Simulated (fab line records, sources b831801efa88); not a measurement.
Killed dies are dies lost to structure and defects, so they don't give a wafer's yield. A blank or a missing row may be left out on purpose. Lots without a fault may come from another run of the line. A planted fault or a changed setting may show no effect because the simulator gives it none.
fab line records | flow gf180mcu
record lots=11 wafers=33 last_day=32
route steps=602 shown NSD@244 M3@426 V3@454 M4@472
lots that met no fault: from a run of the same line without faults
start_h: hours from the record's first day to the start of the lot's first wafer shown | wait_h: hours since the lot's step before | " the same as in the row above | L1.1+2: a row that stands for several wafers | - no value, or no start given | * or withheld: withheld | < > ~ a bound
route shown NAME@n: a module of which the file shows steps, and the number in the route of the first | usual: mean/standard deviation of fault-free wafers | same: alike in all rows | chamber/n: place in a boat | sites: the reading at each site | _std_site: their standard deviation | _edge_site: outer sites' mean less inner sites' | radius_mm: how far each site lies from the wafer's centre | mask NAME#n: copy n | behind: the tool/chamber that last shaped the wafer | hold: why the lot was held/for how many hours/how that ended | device: the transistor (n, p or np) that didn't switch | end of line: the same wafers' tests at the end of the route | a step without rows: its recipe alone | killed: dies lost to structure and defects at the first sort, not the wafer's yield | map: a wafer's dies, x killed, . not, _ none there
set.NAME: the setting as run; set.NAME@STEP: as run at that earlier step | model.NAME: the simulator's own value behind a step, which no gauge read
steps of the route over a sample of lots; a table a step, a row a wafer
services: from which hour (start_h, from the record's first day; less than 0 if before it) a tool's chamber was out of use, for how many hours, and why
## steps
# step GF_NSD_IMPLANT_09
# recipe species=As energy_kev=60 dose_cm2=4e+15 tilt_deg=7
# usual end_station_pressure_torr=1.44e-05/9.3e-07 implant_ion_amu=75/0
# columns lot.wafer tool chamber start_h wait_h end_station_pressure_torr implant_ion_amu
L850.1 implanter-03 0 289.93 0.0 1.52e-05 75
L850.4 " 0 " " 1.42e-05 75
L850.6 " 0 " " 1.47e-05 75
L851.2 implanter-04 0 293.90 0.0 1.27e-05 75
L851.4 " 0 " " 1.32e-05 75
L851.6 " 0 " " 1.28e-05 75
L852.1 implanter-02 0 302.92 0.0 1.63e-05 75
L852.5 " 0 " " 1.45e-05 75
L852.6 " 0 " " 1.59e-05 75
L853.2 implanter-03 0 316.44 0.0 1.41e-05 75
L853.5 " 0 " " 1.44e-05 75
L853.6 " 0 " " 1.43e-05 75
L854.3 implanter-02 0 318.77 0.1 1.48e-05 75
L854.4 " 0 " " 1.54e-05 75
L854.6 " 0 " " 1.38e-05 75
L855.1 implanter-02 0 325.17 0.0 1.51e-05 75
L855.3 " 0 " " 1.53e-05 75
L855.5 " 0 " " 1.34e-05 75
L856.2 implanter-03 0 339.84 0.0 1.5e-05 75
L856.3 " 0 " " 1.49e-05 75
L856.5 " 0 " " 1.42e-05 75
L857.2 implanter-04 0 347.45 0.0 1.25e-05 75
L857.5 " 0 " " 1.39e-05 75
L857.6 " 0 " " 1.61e-05 75
L861.4 implanter-03 0 400.99 0.1 1.53e-05 75
L861.5 " 0 " " 1.45e-05 75
L861.6 " 0 " " 1.52e-05 75
L862.2 implanter-04 0 406.90 0.0 1.34e-05 49
L862.4 " 0 " " 1.33e-05 49
L862.5 " 0 " " 1.3e-05 49
L863.2 implanter-04 0 417.75 0.0 1.39e-05 49
L863.3 " 0 " " 1.25e-05 49
L863.6 " 0 " " 1.29e-05 49
# step GF_NSD_STRIP_11
# recipe chemistry=O2/N2 power_w=1400 pressure_mtorr=1500 platen_temp_c=250 o2_flow_sccm=3000 n2_flow_sccm=300 overash_fraction=0.5
# usual chamber_pressure_mTorr=1499.8/1.3 drypump_motor_current_A=5.6/0.42 heater_power_w=336/25 oes_product_au=0.486/0.005 strip_time_to_endpoint_s=22.97/0.038
# columns lot.wafer tool chamber start_h wait_h chamber_pressure_mTorr drypump_motor_current_A heater_power_w oes_product_au rf_hours_counter_h strip_time_to_endpoint_s
L850.1 plasma_asher-04 0 290.23 0.1 1501.5 5.7 313 0.488 20 23.00
L850.4 " 1 " " 1499.6 5.2 372 0.487 - 23.04
L850.6 " 1 " " 1502.2 5.2 377 0.489 - 23.01
L851.2 plasma_asher-04 0 294.18 0.1 1499.8 5.7 304 0.487 20 23.01
L851.4 " 0 " " 1502.3 5.7 305 0.490 - 23.00
L851.6 " 0 " " 1499.0 5.7 302 0.484 - 23.00
L852.1 plasma_asher-04 1 303.22 0.1 1499.7 5.2 363 0.487 21 22.97
L852.5 " 1 " " 1498.4 5.2 370 0.478 - 22.96
L852.6 " 0 " " 1501.2 5.7 316 0.489 - 23.01
L853.2 plasma_asher-03 0 316.72 0.1 1501.0 5.9 309 0.486 61 22.93
L853.5 " 1 " " 1500.2 6.0 369 0.492 - 22.94
L853.6 " 0 " " 1497.7 5.9 305 0.492 - 22.89
L854.3 plasma_asher-03 0 319.05 0.1 1500.7 5.9 302 0.490 - 22.96
L854.4 " 1 " " 1500.9 6.0 357 0.486 - 23.02
L854.6 " 1 " " 1499.3 6.0 363 0.487 - 22.95
L855.1 plasma_asher-03 1 325.47 0.1 1498.3 6.0 370 0.485 62 22.97
L855.3 " 0 " " 1500.3 5.9 306 0.477 - 22.95
L855.5 " 1 " " 1499.5 6.0 366 0.495 - 22.99
L856.2 plasma_asher-04 1 340.12 0.1 1498.8 5.2 383 0.489 25 22.91
L856.3 " 1 " " 1500.8 5.2 369 0.489 - 22.96
L856.5 " 0 " " 1501.8 5.7 306 0.481 - 22.96
L857.2 plasma_asher-04 0 347.73 0.1 1500.8 5.7 309 0.481 26 23.01
L857.5 " 0 " " 1498.0 5.7 308 0.491 - 22.97
L857.6 " 1 " " 1501.5 5.2 366 0.486 - 23.01
L861.4 plasma_asher-02 0 401.25 0.1 1501.9 4.8 302 0.480 - 23.00
L861.5 " 0 " " 1498.1 4.8 315 0.477 - 22.94
L861.6 " 1 " " 1499.1 5.6 352 0.478 - 22.98
L862.2 plasma_asher-02 1 407.17 0.1 1501.5 5.6 341 0.488 60 23.74
L862.4 " 1 " " 1499.7 5.6 345 0.486 - 23.72
L862.5 " 1 " " 1499.7 5.6 344 0.476 - 23.71
L863.2 plasma_asher-03 1 418.02 0.1 1499.7 6.0 360 0.474 71 23.79
L863.3 " 0 " " 1498.7 5.9 302 0.481 - 23.77
L863.6 " 1 " " 1498.0 6.0 365 0.478 - 23.79
# step GF_PSD_RS_MEAS_14
# recipe thk_meas_gauge=four-point-probe
# usual NSD_RS=46.18/0.082
# columns lot.wafer tool chamber start_h wait_h NSD_RS[ohm/sq]
L850.1 film_metro-02 - 310.72 0.1 46.15
L850.4 " - " " 46.16
L850.6 " - " " 46.14
L851.2 film_metro-01 - 314.18 0.1 46.22
L851.4 " - " " 46.16
L851.6 " - " " 46.15
L852.1 film_metro-01 - 323.92 0.1 46.30
L852.5 " - " " 46.20
L852.6 " - " " 46.22
L853.2 film_metro-03 - 337.90 0.1 46.23
L853.5 " - " " 46.27
L853.6 " - " " 46.32
L854.3 film_metro-01 - 340.41 0.1 46.13
L854.4 " - " " 46.12
L854.6 " - " " 46.21
L855.1 film_metro-03 - 347.16 0.1 46.30
L855.3 " - " " 46.37
L855.5 " - " " 46.23
L856.2 film_metro-03 - 362.14 0.1 46.15
L856.3 " - " " 46.12
L856.5 " - " " 46.17
L857.2 film_metro-03 - 368.83 0.1 46.17
L857.5 " - " " 46.19
L857.6 " - " " 46.17
L861.4 film_metro-03 - 424.64 0.1 46.07
L861.5 " - " " 46.14
L861.6 " - " " 46.20
L862.2 film_metro-03 - 431.33 0.1 -
L862.4 " - " " -
L862.5 " - " " -
L863.2 film_metro-03 - 442.38 0.1 -
L863.3 " - " " -
L863.6 " - " " -
# step GF_M3_STRIP_17
# recipe chemistry=O2/N2 power_w=1400 pressure_mtorr=1500 platen_temp_c=250 o2_flow_sccm=3000 n2_flow_sccm=300 overash_fraction=0.5
# usual chamber_pressure_mTorr=1500.0/1.3 drypump_motor_current_A=5.6/0.39 heater_power_w=339/24 oes_product_au=0.538/0.0049 strip_time_to_endpoint_s=7.39/0.047
# columns lot.wafer tool chamber start_h wait_h chamber_pressure_mTorr drypump_motor_current_A heater_power_w oes_product_au rf_hours_counter_h strip_time_to_endpoint_s
L850.1 plasma_asher-02 0 478.13 0.2 1499.9 4.8 310 0.540 69 7.35
L850.4 " 1 " " 1500.5 5.6 350 0.537 - 7.33
L850.6 " 0 " " 1499.7 4.8 315 0.534 - 7.34
L851.2 plasma_asher-02 1 482.95 0.1 1500.3 5.6 345 0.538 69 7.37
L851.4 " 0 " " 1501.4 4.8 307 0.538 - 7.42
L851.6 " 0 " " 1501.4 4.8 316 0.537 - 7.43
L852.1 plasma_asher-03 0 493.25 0.1 1500.4 5.9 320 0.538 7 7.38
L852.5 " 1 " " 1498.5 6.0 354 0.541 - 7.45
L852.6 " 0 " " 1501.1 5.9 321 0.535 - 7.40
L853.2 plasma_asher-04 1 508.65 0.1 1501.6 5.2 369 0.549 43 7.39
L853.5 " 0 " " 1500.7 5.7 315 0.547 - 7.47
L853.6 " 1 " " 1501.2 5.2 376 0.542 - 7.42
L854.3 plasma_asher-03 0 511.73 0.1 1498.9 5.9 325 0.539 - 7.41
L854.4 " 1 " " 1500.2 6.0 346 0.542 - 7.39
L854.6 " 1 " " 1499.6 6.0 352 0.537 - 7.41
L855.1 plasma_asher-04 1 520.02 0.1 1500.5 5.2 373 0.533 45 7.43
L855.3 " 1 " " 1500.1 5.2 372 0.536 - 7.30
L855.5 " 1 " " 1502.1 5.2 381 0.540 - 7.41
L856.2 plasma_asher-03 0 535.65 0.1 1499.0 5.9 330 0.540 12 7.39
L856.3 " 0 " " 1502.1 5.9 325 0.528 - 7.35
L856.5 " 1 " " 1500.2 6.0 358 0.532 - 7.31
L857.2 plasma_asher-04 0 541.05 0.1 1498.7 5.7 313 0.549 47 7.42
L857.5 " 1 " " 1498.5 5.2 375 0.540 - 7.37
L857.6 " 0 " " 1502.2 5.7 303 0.541 - 7.42
L861.4 plasma_asher-03 0 594.98 0.1 1500.7 5.9 329 0.544 - 7.40
L861.5 " 1 " " 1499.1 6.0 345 0.541 - 7.40
L861.6 " 0 " " 1501.9 5.9 329 0.533 - 7.36
L862.2 plasma_asher-04 0 601.48 0.2 1499.9 5.7 316 0.537 55 7.46
L862.4 " 0 " " 1501.8 5.7 313 0.536 - 7.43
L862.5 " 1 " " 1499.3 5.2 370 0.540 - 7.42
L863.2 plasma_asher-03 1 609.79 0.1 1499.3 6.0 350 0.536 20 7.35
L863.3 " 1 " " 1497.5 6.0 357 0.538 - 7.44
L863.6 " 0 " " 1499.9 5.9 320 0.541 - 7.45
# step GF_V3_THK_MEAS_25
# recipe thk_meas_gauge=xrf reads=W_of_V3_CVD_23
# usual V3_W_THK=359/4.5
# columns lot.wafer tool chamber start_h wait_h V3_W_THK[nm]
L850.1 film_metro-03 - 504.21 0.1 360
L850.4 " - " " 358
L850.6 " - " " 359
L851.2 film_metro-02 - 508.87 0.1 357
L851.4 " - " " 360
L851.6 " - " " 362
L852.1 film_metro-02 - 518.76 0.1 365
L852.5 " - " " 363
L852.6 " - " " 368
L853.2 film_metro-04 - 534.33 0.1 360
L853.5 " - " " 355
L853.6 " - " " 358
L854.3 film_metro-03 - 536.98 0.1 363
L854.4 " - " " 363
L854.6 " - " " 360
L855.1 film_metro-03 - 544.86 0.1 365
L855.3 " - " " 361
L855.5 " - " " 367
L856.2 film_metro-03 - 560.67 0.1 363
L856.3 " - " " 362
L856.5 " - " " 366
L857.2 film_metro-04 - 564.98 0.1 355
L857.5 " - " " 353
L857.6 " - " " 355
L861.4 film_metro-03 - 618.16 0.1 357
L861.5 " - " " 352
L861.6 " - " " 357
L862.2 film_metro-02 - 625.02 0.1 366
L862.4 " - " " 361
L862.5 " - " " 361
L863.2 film_metro-02 - 633.16 0.1 363
L863.3 " - " " 365
L863.6 " - " " 365
# step GF_M4_METAL_ETCH_16
# recipe chemistry=Cl2/BCl3 mask_material=KrF target_depth_nm=750.8 stop_on=SiO2 pressure_mtorr=8 icp_w=800 bias_w=140 Cl2_flow_sccm=80 bcl3_flow_sccm=40 time_s=125.1
# usual chamber_pressure_mTorr=8.001/0.0066 drypump_motor_current_A=5.9/0.35 oes_product_au=0.990/0.0058 throttle_valve_pct=28.229/0.0097
# columns lot.wafer tool chamber start_h wait_h chamber_pressure_mTorr drypump_motor_current_A oes_product_au rf_hours_counter_h throttle_valve_pct
L850.1 rie_metal-04 1 528.22 0.0 7.996 6.3 0.983 3 28.229
L850.4 " 0 " " 8.002 5.7 0.991 - 28.234
L850.6 " 1 " " 8.002 6.3 0.990 - 28.248
L851.2 rie_metal-04 0 532.62 0.0 8.005 5.7 0.989 7 28.224
L851.4 " 0 " " 8.005 5.7 0.996 - 28.239
L851.6 " 0 " " 8.004 5.7 0.998 - 28.221
L852.1 rie_metal-03 0 542.22 0.0 8.011 5.7 0.992 10 28.241
L852.5 " 1 " " 7.991 6.4 0.987 - 28.244
L852.6 " 0 " " 8.003 5.7 0.988 - 28.236
L853.2 rie_metal-02 1 557.61 0.0 8.006 5.5 0.988 8 28.223
L853.5 " 0 " " 7.998 6.2 0.984 - 28.250
L853.6 " 1 " " 8.001 5.5 0.997 - 28.225
L854.3 rie_metal-03 0 560.22 0.1 8.006 5.8 0.996 - 28.225
L854.4 " 1 " " 7.999 6.4 0.985 - 28.236
L854.6 " 0 " " 8.012 5.7 0.991 - 28.232
L855.1 rie_metal-03 1 568.12 0.0 7.997 6.4 0.983 5 28.234
L855.3 " 1 " " 8.004 6.4 0.978 - 28.226
L855.5 " 0 " " 8.003 5.7 0.996 - 28.218
L856.2 rie_metal-04 1 583.36 0.1 7.996 6.3 0.991 - 28.233
L856.3 " 1 " " 8.003 6.3 0.983 - 28.239
L856.5 " 1 " " 8.003 6.3 0.988 - 28.223
L857.2 rie_metal-04 0 588.06 0.1 8.000 5.7 0.977 - 28.225
L857.5 " 0 " " 8.004 5.7 0.989 - 28.220
L857.6 " 0 " " 7.998 5.7 0.991 - 28.226
L861.4 rie_metal-02 0 639.56 0.1 7.997 6.2 0.992 - 28.224
L861.5 " 1 " " 8.006 5.4 0.991 - 28.227
L861.6 " 0 " " 8.003 6.2 0.996 - 28.238
L862.2 rie_metal-02 1 645.66 0.0 7.989 5.4 0.998 12 28.225
L862.4 " 0 " " 7.997 6.2 0.982 - 28.228
L862.5 " 1 " " 7.995 5.5 0.995 - 28.208
L863.2 rie_metal-02 1 653.76 0.0 8.009 5.5 0.994 12 28.228
L863.3 " 0 " " 7.997 6.2 0.991 - 28.232
L863.6 " 1 " " 7.992 5.5 0.991 - 28.229
## services
# columns tool chamber start_h hours kind
plasma_asher-02 - 269.56 23.2 pm
plasma_asher-04 - 279.73 0.6 repair
implanter-03 - 290.90 0.7 repair
implanter-03 - 301.36 3.5 repair
rie_metal-02 1 307.92 1.5 repair
plasma_asher-03 - 338.73 5.0 repair
implanter-03 - 345.95 4.5 repair
plasma_asher-04 - 386.42 5.8 repair
plasma_asher-02 - 387.03 3.5 repair
plasma_asher-03 - 421.25 9.0 pm
implanter-04 - 460.15 5.9 pm
implanter-04 - 470.47 0.7 repair
implanter-04 - 477.30 32.9 repair
implanter-04 - 481.03 1.9 repair
plasma_asher-03 - 481.91 1.9 repair
implanter-04 - 510.17 10.7 pm
rie_metal-02 - 545.80 0.3 repair
rie_metal-04 0 562.50 22.3 repair
plasma_asher-02 - 571.12 3.8 repair
implanter-04 - 584.83 2.7 repair
rie_metal-04 1 587.56 28.9 repair
implanter-03 - 596.21 3.6 pm
implanter-04 - 603.31 5.3 repair
implanter-04 - 608.28 1.3 repair
## key
first_sign step=GF_NSD_IMPLANT_09 reading=implant_ion_amu direction=down sigmas=99+ usual=75 struck=49
effect step=GF_NSD_STRIP_11 reading=strip_time_to_endpoint_s direction=up sigmas=21 usual=* struck=*
effect step=GF_PSD_RS_MEAS_14 reading=NSD_RS direction=missing
met_at GF_NSD_IMPLANT_09
struck_lots L862,L863
sort_left_out L862.2,L862.4,L862.5,L863.2,L863.3,L863.6
tester_left_out L862,L863
not_acting_at GF_M3_STRIP_17,GF_V3_THK_MEAS_25,GF_M4_METAL_ETCH_16
onset_between 347.45 406.90
fault kind=wrong_recipe_download tool=implanter-02,implanter-03,implanter-04 chamber=- onset_h=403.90 steps=GF_NSD_IMPLANT_09 wrong_recipe.not_listed=1
# tester_left_out: of these lots the tester's yield and bins aren't shown, on N5 and GAA mostly nor the transistor test; their killed dies are dies lost to structure and defects alone, not to doping, threshold or leakage, so they don't give the yield
# sort_left_out: the simulated sort isn't trusted on such a fault, so these wafers' sort isn't shown, and their yield isn't known
